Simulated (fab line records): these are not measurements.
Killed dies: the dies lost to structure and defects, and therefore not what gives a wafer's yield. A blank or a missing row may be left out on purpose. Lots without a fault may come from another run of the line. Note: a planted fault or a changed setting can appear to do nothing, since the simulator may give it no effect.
Problem report in the 8D (eight disciplines) form, filled by code + flow gf180mcu + the parts of the form that need people (team, actions taken, sign-off) are left out

== 1. THE PROBLEM ==
Mean of cd_nm at GF_V1_CD_MEAS_14: 250.5 nm across 9 wafers in 3 lots; on wafers with no fault it is 260.3 nm (standard deviation 1.4). That puts it -7.0 standard deviations away from the usual mean.
The step: target cd 260 nm.
First seen on wafer L704.1, day 25 03:17, on cd_sem-02. The record holds 36 wafers of 12 lots with a number at this step. Rule for "out" (also "out of limits"): further than 4 standard deviations from the usual mean. The other wafers with a number count as sound.

== 2. WHAT IT IS, WHAT IT ISN'T ==
| question                    | is                     | is not                                                              |
|-----------------------------|------------------------|---------------------------------------------------------------------|
| which readings at this step | cd_nm                  | -                                                                   |
| which lots                  | L704, L705, L707       | L688, L689, L690, L691, L692, L693, L695, L697, L708                |
| which wafers of those lots  | all that have a number | -                                                                   |
| read on which gauges        | cd_sem-02              | cd_sem-01                                                           |
| when                        | from day 25 03:17      | up to then (24 sound wafers); but 3 sound wafers of L708 came after |

== 3. SUSPECTS, AND WHAT RULES EACH OUT ==
Counting: a tool at any process step up to the reading remains a suspect when it ran all the lots that are out and ran no sound lot after the first of those.
- the gauge at GF_V1_CD_MEAS_14 has been ruled out. All the wafers that are out were read on cd_sem-02, but those of them that GF_V1_EXPOSE_11 has rows for are out there too, on other tools.
- krf_scanner-02 at GF_V1_EXPOSE_11 (exposes mask Via1, target cd 260 nm): kept. It processed each lot that is out, first L704 at day 24 16:29, and no sound lot thereafter; up to then, the last sound lot it processed was L697 at day 22 02:49. Its own readings are out on those wafers: exposure_dose_mJ_cm2.
The count leaves krf_scanner-02 at GF_V1_EXPOSE_11.

== 4. THE CAUSE (what the simulator had put in) ==
Process parameter drift: krf_scanner-02, from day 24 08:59 on, at GF_V1_EXPOSE_11. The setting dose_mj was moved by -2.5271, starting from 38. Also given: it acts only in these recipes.
Only this tool survived the counting.

== 5. THE CHAIN OF EFFECTS, in route order ==
Each row: a reading whose mean over the struck wafers that have a number lies more than 3 standard deviations from the usual. Scope: only readings with a usual standard deviation given in the record; hours: median across lots of the time from each lot's start at the first step in this table that gives one to its start at this step; sigmas: change in usual standard deviations.
| hours | step             | reading              | usual    | on struck wafers | change | sigmas |
|-------|------------------|----------------------|----------|------------------|--------|--------|
| 0     | GF_V1_EXPOSE_11  | exposure_dose_mJ_cm2 | 37.97    | 35.74            | -2.23  | -60    |
| 10    | GF_V1_CD_MEAS_14 | cd_nm                | 260.3 nm | 250.5            | -9.8   | -7.0   |
Process steps it contains:
- GF_V1_EXPOSE_11: exposes mask Via1, target cd 260 nm.
Later steps that measure or inspect, where all struck wafers having a row at the step show a number for every such reading and not one has moved that far: GF_V1_RS_MEAS_24.

== 6. WHAT WOULD HAVE CAUGHT IT SOONER ==
In this record the first reading out of limits at a measuring or inspecting step was taken at day 25 03:17, 18 hours after the fault began at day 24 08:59.
At GF_V1_EXPOSE_11, the tool's own readings (exposure_dose_mJ_cm2) were out on each struck wafer the step has a row for, so an alarm limit on them would have fired on the first such wafer.
L707, from the lots that are out (3), started GF_V1_EXPOSE_11 on krf_scanner-02 later than day 25 03:17. A hold on the tool at that time would have spared it.
